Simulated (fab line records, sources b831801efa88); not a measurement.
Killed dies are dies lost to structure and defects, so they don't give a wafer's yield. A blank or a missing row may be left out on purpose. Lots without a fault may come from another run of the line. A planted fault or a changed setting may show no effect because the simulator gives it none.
Which tool did it? | flow gf180mcu | 7 lots, 21 wafers sampled, at 1 step of a route of 602

WHAT THE GAUGES READ, wafer by wafer
GF_M3_CD_MEAS_14: target cd 280 nm.
lot  | measured     | on        | cd_nm (nm)
L688 | day 22 09:38 | cd_sem-02 | 279.5 279.9 279.3
L690 | day 23 02:22 | cd_sem-02 | 281.3 282.0 280.4
L692 | day 24 01:17 | cd_sem-02 | 278.2 277.4 278.5
L694 | day 24 14:04 | cd_sem-01 | 280.8 280.2 281.1
L704 | day 27 14:26 | cd_sem-02 | 278.9 278.7 278.4
L706 | day 27 23:37 | cd_sem-01 | 282.0 281.4 280.7
L708 | day 28 11:14 | cd_sem-01 | 279.1 279.3 279.8

WHICH TOOL RAN EACH LOT (tool, then ch and the chambers of the sampled wafers, then the start)
The record holds no process step before these readings.

THE ANSWER, worked out from the rows above alone
Rule: what is usual is taken from the lots themselves. Put in order of their means at a reading, lots are off if they are a third of the lots or fewer, leave a main group of 4 or more, and stand apart from it by a gap of 3 or more times the standard deviation of the main group's means; of several such gaps the widest counts. A main group whose means are all the same, to the digits that the tables above print for the reading, isn't used. A lot without any number at a reading at which 4 lots or more have one is off too. The other lots that the step has rows for count as sound.
No lot is off at any reading shown: from this, nothing can be told.

WHAT THE SIMULATOR HAD PUT IN
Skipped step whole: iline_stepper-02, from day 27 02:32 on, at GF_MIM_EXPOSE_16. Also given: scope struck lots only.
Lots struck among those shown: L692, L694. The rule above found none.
